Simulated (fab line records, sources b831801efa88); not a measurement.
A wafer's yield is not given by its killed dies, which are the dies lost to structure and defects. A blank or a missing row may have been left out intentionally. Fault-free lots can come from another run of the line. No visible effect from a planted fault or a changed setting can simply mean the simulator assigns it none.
fab line records	flow sky130
record lots=12	wafers=36	last-day=51
route steps=708 shown VIA3@594 VIA4@656 PAD_OPEN@702
lots untouched by any fault: they come from a run of this same line in which no faults occurred
start-h: start of the lot's first displayed wafer, in hours after the record's first day	wait-h: hours elapsed since this lot's preceding step	" unchanged from the row above	L1.1+2: a row that stands for several wafers	- no value, or no start was given	* or withheld: withheld	< > ~ a bound
route shown NAME@n: names a module that has steps shown in the file, with the first one's number in the route	usual: mean/standard deviation of fault-free wafers	same: alike in all rows	chamber/n: place in a boat	sites: per-site readings	_std_site: how widely they spread, as a standard deviation	_edge_site: outer sites' mean less inner sites'	radius-mm: for every site, how far away it sits from the centre of the wafer	mask NAME#n: copy n	behind: tool/chamber where the wafer was last shaped	hold: cause of the lot's hold/its duration in hours/its outcome	device: whichever transistor did not switch (one of n, p or np)	end of line: the same wafers' tests at the end of the route	step lacking rows: just its recipe	killed: dies lost to structure and defects at the first sort, not the wafer's yield	map: the dies of a wafer, with x for killed, . for not killed, _ for no die there
set.NAME: the setting the step ran with; set.NAME@STEP: the setting that earlier step ran with	model.NAME: the simulator's own value behind a step, which no gauge read
steps of the route over a sample of lots; a table a step, a row a wafer
services: from which hour (start-h, from the record's first day; less than 0 if before it) a tool's chamber was out of use, for how many hours, and why
## steps
# step SKY_VIA3_CVD_21
# recipe material=W	target-thk-nm=390	time-s=117.31	temp-c=400	pressure-torr=40
# usual heater-power-w=872/96
lot.wafer	tool	chamber	start-h	wait-h	heater-power-w
L956.2	cvd-w-01	0	973.94	0.0	796
L956.3	"	1	"	"	1006
L956.6	"	1	"	"	1026
L957.3	cvd-w-02	0	984.51	0.1	766
L957.4	"	1	"	"	928
L957.5	"	1	"	"	916
L958.1	cvd-w-02	1	986.65	0.0	899
L958.2	"	0	"	"	768
L958.4	"	1	"	"	901
L959.4	cvd-w-02	0	991.79	0.1	785
L959.5	"	1	"	"	967
L959.6	"	0	"	"	789
L961.3	cvd-w-02	0	1010.01	0.1	770
L961.4	"	1	"	"	914
L961.6	"	1	"	"	938
L965.1	cvd-w-01	0	1033.45	0.0	792
L965.2	"	1	"	"	1029
L965.5	"	1	"	"	1000
L970.1	cvd-w-01	0	1063.82	0.0	804
L970.2	"	1	"	"	1009
L970.4	"	1	"	"	999
L972.2	cvd-w-01	1	1077.69	0.0	1013
L972.4	"	0	"	"	787
L972.5	"	0	"	"	802
L973.1	cvd-w-01	1	1080.82	0.0	1031
L973.4	"	0	"	"	795
L973.6	"	0	"	"	794
L974.1	cvd-w-02	0	1086.28	0.0	756
L974.4	"	0	"	"	759
L974.6	"	1	"	"	924
L975.1	cvd-w-02	1	1094.67	0.0	922
L975.3	"	0	"	"	767
L975.5	"	0	"	"	795
L976.2	cvd-w-02	0	1102.06	0.0	777
L976.4	"	0	"	"	766
L976.6	"	0	"	"	760
# step SKY_VIA4_SPUTTER_17
# recipe material=TiN	target-thk-nm=20	chamber-pressure-pa=4.892	power-w=4000	time-s=80
# usual throttle-valve-pct=30.3/1.1
lot.wafer	tool	chamber	start-h	wait-h	throttle-valve-pct
L956.2	pvd-sputter-01	-	1049.00	0.0	30.4
L956.3	"	-	"	"	29.4
L956.6	"	-	"	"	31.2
L957.3	pvd-sputter-01	-	1059.11	0.0	31.4
L957.4	"	-	"	"	30.9
L957.5	"	-	"	"	30.8
L958.1	pvd-sputter-02	-	1061.14	0.0	31.8
L958.2	"	-	"	"	28.3
L958.4	"	-	"	"	31.2
L959.4	pvd-sputter-02	-	1064.26	0.0	29.3
L959.5	"	-	"	"	31.9
L959.6	"	-	"	"	29.1
L961.3	pvd-sputter-04	-	1082.76	0.0	30.5
L961.4	"	-	"	"	29.3
L961.6	"	-	"	"	31.4
L965.1	pvd-sputter-01	-	1102.82	0.0	29.5
L965.2	"	-	"	"	30.8
L965.5	"	-	"	"	28.5
L970.1	pvd-sputter-02	-	1131.99	0.0	29.3
L970.2	"	-	"	"	31.3
L970.4	"	-	"	"	28.7
L972.2	pvd-sputter-02	-	1143.92	0.0	28.6
L972.4	"	-	"	"	31.2
L972.5	"	-	"	"	29.1
L973.1	pvd-sputter-01	-	1145.56	0.0	30.5
L973.4	"	-	"	"	31.5
L973.6	"	-	"	"	31.4
L974.1	pvd-sputter-04	-	1151.02	0.0	31.4
L974.4	"	-	"	"	30.3
L974.6	"	-	"	"	30.2
L975.1	pvd-sputter-04	-	1158.72	0.0	30.3
L975.3	"	-	"	"	29.6
L975.5	"	-	"	"	30.4
L976.2	pvd-sputter-02	-	1165.95	0.0	29.3
L976.4	"	-	"	"	31.2
L976.6	"	-	"	"	31.8
# step SKY_VIA4_THK_MEAS_20
# recipe thk-meas-gauge=xrf	reads=W_of_VIA4_CVD_18
# usual VIA4_W_THK=505/6.8
lot.wafer	tool	chamber	start-h	wait-h	VIA4_W_THK[nm]
L956.2	film-metro-01	-	1049.34	0.1	522
L956.3	"	-	"	"	524
L956.6	"	-	"	"	519
L957.3	film-metro-04	-	1059.46	0.1	501
L957.4	"	-	"	"	503
L957.5	"	-	"	"	515
L958.1	film-metro-02	-	1061.47	0.1	497
L958.2	"	-	"	"	498
L958.4	"	-	"	"	493
L959.4	film-metro-01	-	1064.62	0.1	500
L959.5	"	-	"	"	502
L959.6	"	-	"	"	500
L961.3	film-metro-02	-	1083.12	0.1	496
L961.4	"	-	"	"	504
L961.6	"	-	"	"	492
L965.1	film-metro-04	-	1103.23	0.1	521
L965.2	"	-	"	"	510
L965.5	"	-	"	"	508
L970.1	film-metro-02	-	1132.32	0.1	497
L970.2	"	-	"	"	509
L970.4	"	-	"	"	496
L972.2	film-metro-02	-	1144.26	0.1	502
L972.4	"	-	"	"	495
L972.5	"	-	"	"	500
L973.1	film-metro-04	-	1145.89	0.1	511
L973.4	"	-	"	"	509
L973.6	"	-	"	"	500
L974.1	film-metro-04	-	1151.35	0.1	506
L974.4	"	-	"	"	519
L974.6	"	-	"	"	509
L975.1	film-metro-04	-	1159.05	0.1	514
L975.3	"	-	"	"	510
L975.5	"	-	"	"	511
L976.2	film-metro-01	-	1166.29	0.1	500
L976.4	"	-	"	"	510
L976.6	"	-	"	"	510
# step SKY_PAD_OPEN_STRIP_08
# recipe chemistry=O2/N2	power-w=1400	pressure-mtorr=1500	platen-temp-c=withheld	overash-fraction=0.7	o2-flow-sccm=3000	n2-flow-sccm=300
# usual drypump-motor-current-A=5.75/0.3	oes-product-au=0.663/0.0044	strip-time-to-endpoint-s=37.07/0.11
lot.wafer	tool	chamber	start-h	wait-h	drypump-motor-current-A	oes-product-au	rf-hours-counter-h	strip-time-to-endpoint-s
L956.2	plasma-asher-01	0	1114.88	0.1	5.96	0.666	38	37.19
L956.3	"	0	"	"	5.97	0.660	-	37.12
L956.6	"	1	"	"	5.78	0.659	-	37.21
L957.3	plasma-asher-02	1	1125.56	0.1	5.60	0.655	-	36.98
L957.4	"	0	"	"	6.07	0.659	-	36.96
L957.5	"	1	"	"	5.61	0.666	-	37.14
L958.1	plasma-asher-02	0	1126.23	0.1	6.04	0.668	7	37.20
L958.2	"	1	"	"	5.60	0.668	7	37.17
L958.4	"	1	"	"	5.59	0.663	-	37.18
L959.4	plasma-asher-04	0	1131.05	0.1	5.20	0.664	-	37.12
L959.5	"	1	"	"	5.85	0.662	-	37.13
L959.6	"	0	"	"	5.18	0.663	-	37.15
L961.3	plasma-asher-02	0	1147.75	0.1	6.04	0.655	-	36.94
L961.4	"	1	"	"	5.62	0.659	-	37.10
L961.6	"	1	"	"	5.63	0.658	-	36.93
L965.1	plasma-asher-01	0	1164.53	0.1	6.00	0.658	44	37.28
L965.2	"	1	"	"	5.83	0.661	44	37.15
L965.5	"	1	"	"	5.80	0.665	-	37.07
L970.1	plasma-asher-02	1	1190.01	0.1	5.59	0.664	14	37.06
L970.2	"	0	"	"	6.11	0.663	14	36.95
L970.4	"	0	"	"	6.11	0.661	-	37.00
L972.2	plasma-asher-04	0	1199.63	0.1	5.14	0.664	78	36.78
L972.4	"	0	"	"	5.17	0.663	-	36.87
L972.5	"	0	"	"	5.17	0.663	-	37.00
L973.1	plasma-asher-01	0	1200.78	0.1	5.98	0.670	48	37.09
L973.4	"	1	"	"	5.78	0.660	-	37.11
L973.6	"	1	"	"	5.79	0.658	-	37.13
L974.1	plasma-asher-04	0	1205.16	0.1	5.19	0.662	78	36.97
L974.4	"	1	"	"	5.89	0.661	-	36.98
L974.6	"	0	"	"	5.16	0.667	-	37.14
L975.1	plasma-asher-01	0	1211.13	0.1	5.99	0.666	49	36.92
L975.3	"	1	"	"	5.79	0.660	-	36.94
L975.5	"	0	"	"	6.00	0.667	-	36.95
L976.2	plasma-asher-02	0	1215.66	0.1	6.04	0.658	17	36.95
L976.4	"	0	"	"	6.02	0.661	-	36.84
L976.6	"	1	"	"	5.63	0.660	-	37.00
# step SKY_PAD_OPEN_PROBE_99
# usual defect-limited-yield=82.7/1.9	killed_at_M0_to_M3=43/7.3	killed_at_M4_up=3.2/1.9	killed-at-contacts=24/5.5	killed-at-front-end=15/4.7	killed-at-other=0.5/0.75	killed-dies=85/9.5	killed-on-rim=17/3.8	killed-open=46/7	killed-short=38/7.4	sort_bin_3_pad_short=0.9/0.43	sort_bin_5_function=10.1/1.4	sort_bin_6_memory=6.3/1	sort_bin_8_speed=0.2/0.37	sort-n-pass=406/9.4	sort-yield-pct=82.5/1.9
# same gross-dies=492	killed-at-back-side=0	sort_bin_4_leakage[%]=0
lot.wafer	tool	chamber	start-h	wait-h	defect-limited-yield[%]	killed_at_M0_to_M3	killed_at_M4_up	killed-at-contacts	killed-at-front-end	killed-at-other	killed-dies	killed-on-rim	killed-open	killed-short	sort_bin_3_pad_short[%]	sort_bin_5_function[%]	sort_bin_6_memory[%]	sort_bin_8_speed[%]	sort-n-pass	sort-yield-pct[%]
L956.2	prober-02	-	1117.18	0.1	82.9	34	3	33	14	0	84	18	49	35	0.2	10.0	6.9	0	408	82.9
L956.3	prober-02	-	1117.23	0.2	82.3	46	4	18	18	1	87	16	45	42	0.8	10.0	6.9	0	405	82.3
L956.6	prober-02	-	1117.38	0.2	83.3	52	2	21	4	3	82	18	47	35	1.2	10.4	5.1	0	410	83.3
L957.3	prober-01	-	1127.88	0.2	84.8	42	6	20	7	0	75	17	37	38	0.8	9.8	4.7	0.2	416	84.6
L957.4	prober-01	-	1127.93	0.2	83.9	38	1	25	13	2	79	15	38	41	0.6	9.8	5.7	0	413	83.9
L957.5	prober-01	-	1127.98	0.2	84.6	38	5	18	15	0	76	10	38	38	0.6	8.3	6.5	0.2	415	84.3
L958.1	prober-02	-	1128.44	0.1	83.7	44	2	14	20	0	80	17	44	36	0.6	9.1	6.5	0.4	410	83.3
L958.2	prober-02	-	1128.49	0.1	82.5	41	5	20	20	0	86	16	47	38	0.6	10.4	6.5	0.2	405	82.3
L958.4	prober-02	-	1128.59	0.2	83.9	50	1	19	9	0	79	16	45	34	1.4	9.3	5.3	0.2	412	83.7
L959.4	prober-01	-	1133.50	0.2	81.9	44	1	27	17	0	89	15	61	24	0.4	11.0	6.7	0.4	401	81.5
L959.5	prober-01	-	1133.55	0.2	77.2	74	2	25	11	0	112	28	49	29	1.8	13.4	7.5	0	380	77.2
L959.6	prober-01	-	1133.60	0.2	82.1	48	1	22	17	0	88	13	50	38	1.6	9.1	7.1	1.4	397	80.7
L961.3	prober-01	-	1150.14	0.2	83.5	40	0	23	15	3	81	18	45	34	0.2	10.2	6.1	1.6	403	81.9
L961.4	prober-01	-	1150.19	0.2	75.0	74	3	30	15	1	123	28	45	44	3.9	14.0	7.1	0.6	366	74.4
L961.6	prober-01	-	1150.29	0.2	76.8	73	4	19	18	0	114	25	39	38	3.3	13.0	6.9	1.2	372	75.6
L965.1	prober-01	-	1166.74	0.1	85.6	40	5	12	14	0	71	19	38	33	0.6	8.9	4.9	0	421	85.6
L965.2	prober-01	-	1166.79	0.1	83.7	33	3	33	11	0	80	17	43	37	0.8	9.6	5.9	0	412	83.7
L965.5	prober-01	-	1166.94	0.2	82.3	48	7	21	10	1	87	12	59	27	0.2	10.8	6.7	0	405	82.3
L970.1	prober-01	-	1192.23	0.1	82.7	34	3	28	19	1	85	13	47	38	1.0	9.6	6.7	0	407	82.7
L970.2	prober-01	-	1192.28	0.1	80.9	47	4	28	15	0	94	20	53	41	0.8	12.2	6.1	0	398	80.9
L970.4	prober-01	-	1192.38	0.2	79.5	49	0	32	20	0	101	18	63	38	1.0	11.2	8.3	0	391	79.5
L972.2	prober-01	-	1201.89	0.1	80.7	37	4	37	17	0	95	15	45	50	0.4	11.8	7.1	0.4	395	80.3
L972.4	prober-01	-	1201.99	0.2	81.3	52	4	19	17	0	92	22	50	42	0.8	10.4	7.5	0	400	81.3
L972.5	prober-01	-	1202.04	0.2	81.5	42	5	28	15	1	91	15	59	31	1.2	10.2	7.1	0	401	81.5
L973.1	prober-02	-	1202.99	0.1	82.1	43	7	24	13	1	88	21	49	39	1.2	9.3	7.3	0	404	82.1
L973.4	prober-02	-	1203.14	0.2	83.3	44	5	21	11	1	82	14	48	34	1.2	10.4	5.1	1.0	405	82.3
L973.6	prober-02	-	1203.24	0.2	85.2	34	1	26	11	1	73	11	41	32	0	10.0	4.9	0.2	418	85.0
L974.1	prober-01	-	1207.38	0.1	79.7	58	2	23	17	0	100	23	62	38	0.8	10.8	8.7	0	392	79.7
L974.4	prober-01	-	1207.53	0.2	80.3	50	5	26	14	2	97	20	58	37	0.2	12.4	7.1	0.2	394	80.1
L974.6	prober-01	-	1207.63	0.2	84.1	43	6	22	7	0	78	20	41	33	0.6	9.3	5.9	0	414	84.1
L975.1	prober-02	-	1213.34	0.1	82.7	47	3	18	17	0	85	18	44	41	0.8	8.7	7.7	0.6	404	82.1
L975.3	prober-02	-	1213.44	0.2	84.6	40	7	16	13	0	76	9	32	44	1.6	8.7	5.1	0	416	84.6
L975.5	prober-02	-	1213.54	0.2	86.0	38	3	20	7	1	69	18	31	37	0.6	7.5	5.9	0.2	422	85.8
L976.2	prober-02	-	1217.93	0.1	79.9	43	5	30	19	2	99	24	50	48	0.8	12.4	6.9	0	393	79.9
L976.4	prober-02	-	1218.03	0.2	79.5	52	6	27	13	3	101	12	66	34	1.0	13.4	6.1	0.4	389	79.1
L976.6	prober-02	-	1218.13	0.2	83.5	32	7	26	16	0	81	15	48	33	0.6	11.0	4.9	0	411	83.5
# killed by level:class
L956.2 LI_CONTACT:geometric-particle:open=12 VIA1:geometric-particle:open=9 LOCAL_INTERCONNECT:geometric-particle:short=8 VIA3:geometric-particle:open=7 CONTACT:geometric-particle:open=6 METAL2:geometric-particle:short=5 VIA2:geometric-particle:open=5 POLY_GATE:geometric-particle:short=4
L956.3 VIA1:geometric-particle:open=13 METAL2:geometric-particle:short=9 METAL1:geometric-particle:short=8 POLY_GATE:geometric-particle:open=6 CONTACT:geometric-particle:open=6 VIA3:geometric-particle:open=5 CONTACT:geometric-particle:short=4 FIELD_ISO:geometric-particle:short=3
L956.6 VIA1:geometric-particle:open=12 CONTACT:geometric-particle:open=9 VIA2:geometric-particle:open=9 VIA3:geometric-particle:open=6 VIA1:geometric-particle:short=5 METAL2:geometric-particle:short=5 VIA3:geometric-particle:short=5 LI_CONTACT:geometric-particle:short=4
L957.3 VIA1:geometric-particle:open=8 LI_CONTACT:geometric-particle:open=7 CONTACT:geometric-particle:open=6 VIA3:geometric-particle:open=6 VIA3:geometric-particle:short=6 METAL2:geometric-particle:short=4 VIA1:geometric-particle:short=4 VIA2:geometric-particle:open=4
L957.4 CONTACT:geometric-particle:open=10 METAL1:geometric-particle:short=7 VIA1:geometric-particle:open=7 LOCAL_INTERCONNECT:geometric-particle:short=5 METAL2:geometric-particle:short=4 CONTACT:geometric-particle:short=4 VIA3:geometric-particle:open=4 VIA3:geometric-particle:short=4
L957.5 VIA1:geometric-particle:open=8 CONTACT:geometric-particle:open=7 VIA1:geometric-particle:short=6 CONTACT:geometric-particle:short=5 VIA2:geometric-particle:open=5 METAL4:geometric-particle:short=5 POLY_GATE:geometric-particle:open=4 METAL1:geometric-particle:short=4
L958.1 VIA2:geometric-particle:open=7 VIA1:geometric-particle:short=7 POLY_GATE:geometric-particle:open=6 VIA3:geometric-particle:open=6 METAL2:geometric-particle:short=6 VIA1:geometric-particle:open=6 POLY_GATE:geometric-particle:short=5 CONTACT:geometric-particle:open=5
L958.2 VIA1:geometric-particle:open=10 CONTACT:geometric-particle:open=6 LOCAL_INTERCONNECT:geometric-particle:short=6 VIA3:geometric-particle:open=6 FIELD_ISO:geometric-particle:short=5 POLY_GATE:geometric-particle:open=5 POLY_GATE:geometric-particle:short=5 METAL4:geometric-particle:short=5
L958.4 VIA1:geometric-particle:open=12 CONTACT:geometric-particle:open=11 VIA2:geometric-particle:open=9 VIA1:geometric-particle:short=6 VIA3:geometric-particle:open=6 METAL2:geometric-particle:short=5 VIA3:geometric-particle:short=5 CONTACT:geometric-particle:short=4
L959.4 VIA1:geometric-particle:open=19 CONTACT:geometric-particle:open=15 METAL1:geometric-particle:short=8 LI_CONTACT:geometric-particle:open=5 FIELD_ISO:geometric-particle:open=4 VIA3:geometric-particle:open=4 CONTACT:geometric-particle:short=4 SPACER:geometric-particle:open=3
L959.5 VIA3:unspecified=34 VIA1:geometric-particle:open=12 LI_CONTACT:geometric-particle:open=11 VIA2:geometric-particle:open=6 VIA1:geometric-particle:short=6 VIA3:geometric-particle:open=6 LOCAL_INTERCONNECT:geometric-particle:short=5 CONTACT:geometric-particle:short=4
L959.6 METAL1:geometric-particle:short=11 VIA1:geometric-particle:open=10 FIELD_ISO:geometric-particle:open=9 LI_CONTACT:geometric-particle:open=8 CONTACT:geometric-particle:open=7 VIA1:geometric-particle:short=7 VIA2:geometric-particle:open=6 VIA3:geometric-particle:short=4
L961.3 CONTACT:geometric-particle:open=9 VIA1:geometric-particle:open=9 VIA2:geometric-particle:open=8 METAL2:geometric-particle:short=7 LI_CONTACT:geometric-particle:open=6 FIELD_ISO:geometric-particle:short=5 VIA1:geometric-particle:short=5 POLY_GATE:geometric-particle:open=4
L961.4 VIA3:unspecified=32 LI_CONTACT:geometric-particle:open=10 CONTACT:geometric-particle:open=10 METAL1:geometric-particle:short=8 METAL2:geometric-particle:short=7 VIA2:geometric-particle:open=5 VIA1:geometric-particle:open=5 VIA3:geometric-particle:open=5
L961.6 VIA3:unspecified=34 METAL1:geometric-particle:short=9 LI_CONTACT:geometric-particle:open=8 VIA1:geometric-particle:open=7 VIA2:geometric-particle:open=7 CONTACT:geometric-particle:open=6 VIA1:geometric-particle:short=5 POLY_GATE:geometric-particle:short=4
L965.1 VIA1:geometric-particle:open=12 CONTACT:geometric-particle:open=6 VIA2:geometric-particle:open=6 POLY_CUT:geometric-particle:short=5 LOCAL_INTERCONNECT:geometric-particle:short=4 VIA1:geometric-particle:short=4 FIELD_ISO:geometric-particle:open=3 POLY_GATE:geometric-particle:short=3
L965.2 CONTACT:geometric-particle:open=11 LI_CONTACT:geometric-particle:open=8 VIA2:geometric-particle:open=7 CONTACT:geometric-particle:short=6 POLY_GATE:geometric-particle:short=5 VIA1:geometric-particle:open=5 VIA3:geometric-particle:open=5 FIELD_ISO:geometric-particle:open=4
L965.5 VIA1:geometric-particle:open=15 VIA3:geometric-particle:open=11 LI_CONTACT:geometric-particle:open=8 CONTACT:geometric-particle:open=8 VIA2:geometric-particle:open=7 METAL4:geometric-particle:short=6 FIELD_ISO:geometric-particle:short=4 FIELD_ISO:geometric-particle:open=4
L970.1 CONTACT:geometric-particle:open=13 LI_CONTACT:geometric-particle:open=7 VIA3:geometric-particle:open=7 POLY_GATE:geometric-particle:short=6 VIA1:geometric-particle:open=6 POLY_GATE:geometric-particle:open=5 FIELD_ISO:geometric-particle:short=4 METAL1:geometric-particle:short=4
L970.2 VIA1:geometric-particle:open=16 VIA1:geometric-particle:short=10 CONTACT:geometric-particle:open=10 LI_CONTACT:geometric-particle:open=7 VIA3:geometric-particle:open=6 POLY_GATE:geometric-particle:short=5 LI_CONTACT:geometric-particle:short=4 LOCAL_INTERCONNECT:geometric-particle:short=4
L970.4 VIA1:geometric-particle:open=15 CONTACT:geometric-particle:open=11 LI_CONTACT:geometric-particle:open=9 CONTACT:geometric-particle:short=6 VIA3:geometric-particle:open=6 POLY_GATE:geometric-particle:short=5 VIA2:geometric-particle:open=5 VIA2:geometric-particle:short=5
L972.2 LI_CONTACT:geometric-particle:open=12 LI_CONTACT:geometric-particle:short=8 CONTACT:geometric-particle:open=8 CONTACT:geometric-particle:short=7 METAL1:geometric-particle:short=7 VIA3:geometric-particle:open=6 FIELD_ISO:geometric-particle:short=5 VIA1:geometric-particle:open=5
L972.4 VIA1:geometric-particle:open=16 METAL2:geometric-particle:short=7 METAL1:geometric-particle:short=7 LI_CONTACT:geometric-particle:open=6 VIA3:geometric-particle:open=6 CONTACT:geometric-particle:open=5 FIELD_ISO:geometric-particle:open=4 POLY_GATE:geometric-particle:short=4
L972.5 CONTACT:geometric-particle:open=14 VIA1:geometric-particle:open=13 LI_CONTACT:geometric-particle:open=7 VIA3:geometric-particle:open=6 VIA2:geometric-particle:open=4 METAL3:geometric-particle:short=4 POLY_GATE:geometric-particle:short=3 METAL1:geometric-particle:short=3
L973.1 VIA1:geometric-particle:open=14 CONTACT:geometric-particle:open=9 VIA2:geometric-particle:open=7 LI_CONTACT:geometric-particle:open=6 METAL4:geometric-particle:short=6 METAL2:geometric-particle:short=5 FIELD_ISO:geometric-particle:open=4 VIA2:geometric-particle:short=4
L973.4 VIA1:geometric-particle:open=12 LI_CONTACT:geometric-particle:open=9 METAL2:geometric-particle:short=8 VIA1:geometric-particle:short=5 CONTACT:geometric-particle:open=5 METAL1:geometric-particle:short=5 VIA3:geometric-particle:open=5 FIELD_ISO:geometric-particle:open=4
L973.6 CONTACT:geometric-particle:open=10 VIA1:geometric-particle:open=8 LI_CONTACT:geometric-particle:open=8 VIA2:geometric-particle:open=5 METAL1:geometric-particle:short=4 METAL2:geometric-particle:short=4 FIELD_ISO:geometric-particle:open=3 POLY_GATE:geometric-particle:short=3
L974.1 CONTACT:geometric-particle:open=14 VIA2:geometric-particle:open=10 VIA1:geometric-particle:open=9 VIA3:geometric-particle:open=9 FIELD_ISO:geometric-particle:short=6 METAL2:geometric-particle:short=6 METAL3:geometric-particle:short=5 POLY_GATE:geometric-particle:open=4
L974.4 VIA1:geometric-particle:open=13 CONTACT:geometric-particle:open=12 VIA3:geometric-particle:open=8 CONTACT:geometric-particle:short=7 VIA2:geometric-particle:open=6 METAL2:geometric-particle:short=5 METAL1:geometric-particle:short=5 LI_CONTACT:geometric-particle:open=5
L974.6 CONTACT:geometric-particle:open=9 VIA3:geometric-particle:open=8 VIA1:geometric-particle:open=7 LI_CONTACT:geometric-particle:open=5 VIA1:geometric-particle:short=5 VIA2:geometric-particle:short=5 CONTACT:geometric-particle:short=4 METAL2:geometric-particle:short=4
L975.1 VIA1:geometric-particle:open=13 VIA1:geometric-particle:short=8 METAL2:geometric-particle:short=8 POLY_GATE:geometric-particle:short=6 LI_CONTACT:geometric-particle:open=5 CONTACT:geometric-particle:open=5 VIA2:geometric-particle:open=5 VIA3:geometric-particle:open=5
L975.3 VIA1:geometric-particle:open=8 METAL2:geometric-particle:short=6 LI_CONTACT:geometric-particle:open=6 METAL4:geometric-particle:short=6 FIELD_ISO:geometric-particle:short=5 METAL3:geometric-particle:short=5 POLY_GATE:geometric-particle:open=4 CONTACT:geometric-particle:open=4
L975.5 VIA1:geometric-particle:open=9 METAL2:geometric-particle:short=6 CONTACT:geometric-particle:open=5 LI_CONTACT:geometric-particle:open=5 CONTACT:geometric-particle:short=5 VIA1:geometric-particle:short=5 VIA2:geometric-particle:short=5 VIA2:geometric-particle:open=4
L976.2 VIA1:geometric-particle:open=12 CONTACT:geometric-particle:open=10 METAL2:geometric-particle:short=9 LI_CONTACT:geometric-particle:open=7 FIELD_ISO:geometric-particle:short=6 CONTACT:geometric-particle:short=6 POLY_GATE:geometric-particle:open=5 VIA1:geometric-particle:short=5
L976.4 VIA1:geometric-particle:open=11 VIA2:geometric-particle:open=11 LI_CONTACT:geometric-particle:open=9 CONTACT:geometric-particle:open=9 FIELD_ISO:geometric-particle:open=6 POLY_GATE:geometric-particle:open=5 CONTACT:geometric-particle:short=5 VIA1:geometric-particle:short=5
L976.6 VIA1:geometric-particle:open=13 CONTACT:geometric-particle:open=12 FIELD_ISO:geometric-particle:open=6 LI_CONTACT:geometric-particle:open=6 FIELD_ISO:geometric-particle:short=4 VIA2:geometric-particle:open=4 POLY_GATE:geometric-particle:short=3 LI_CONTACT:geometric-particle:short=3
## services
tool	chamber	start-h	hours	kind
plasma-asher-02	-	950.56	2.8	pm
plasma-asher-01	-	982.63	1.5	repair
plasma-asher-02	-	1022.13	9.5	pm
pvd-sputter-02	2	1036.99	-	consumable-replace:kit
pvd-sputter-02	2	1036.99	18.0	scheduled-down
pvd-sputter-02	2	1036.99	18.0	vent-cycle
plasma-asher-02	-	1037.67	7.3	repair
plasma-asher-02	-	1055.32	9.0	pm
plasma-asher-02	0	1055.32	9.0	vent-cycle
plasma-asher-02	1	1055.32	9.0	vent-cycle
plasma-asher-02	0	1064.32	-	clean
plasma-asher-02	1	1064.32	-	clean
plasma-asher-01	-	1070.97	6.3	repair
pvd-sputter-01	-	1104.77	2.7	repair
pvd-sputter-04	-	1137.13	9.1	repair
cvd-w-01	1	1140.48	-	calibration
pvd-sputter-02	1	1149.69	-	consumable-replace:kit
pvd-sputter-02	1	1149.69	18.0	scheduled-down
plasma-asher-04	-	1154.13	1.5	repair
cvd-w-01	1	1160.21	13.5	repair
pvd-sputter-04	-	1169.37	3.8	repair
plasma-asher-02	-	1182.12	0.7	repair
pvd-sputter-02	-	1197.18	3.7	repair
cvd-w-02	0	1203.37	2.6	repair
## key
first-sign step=SKY_PAD_OPEN_PROBE_99	reading=sort_bin_3_pad_short	direction=up	sigmas=4.9	usual=0.9	struck=3.0
effect step=SKY_PAD_OPEN_PROBE_99	reading=killed_at_M0_to_M3	direction=up	sigmas=4.3	usual=43	struck=74
met-at SKY_VIA3_CVD_21
struck-lots L959,L961
struck-wafers L959.5,L961.4,L961.6
not-acting-at SKY_VIA4_SPUTTER_17,SKY_VIA4_THK_MEAS_20,SKY_PAD_OPEN_STRIP_08
onset-between 986.65 991.79
fault kind=chamber-particle-source	tool=cvd-w-02	chamber=1	onset-h=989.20	steps=SKY_VIA3_CVD_21	rate-per-visit-cm2=0.84677	end-h=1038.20
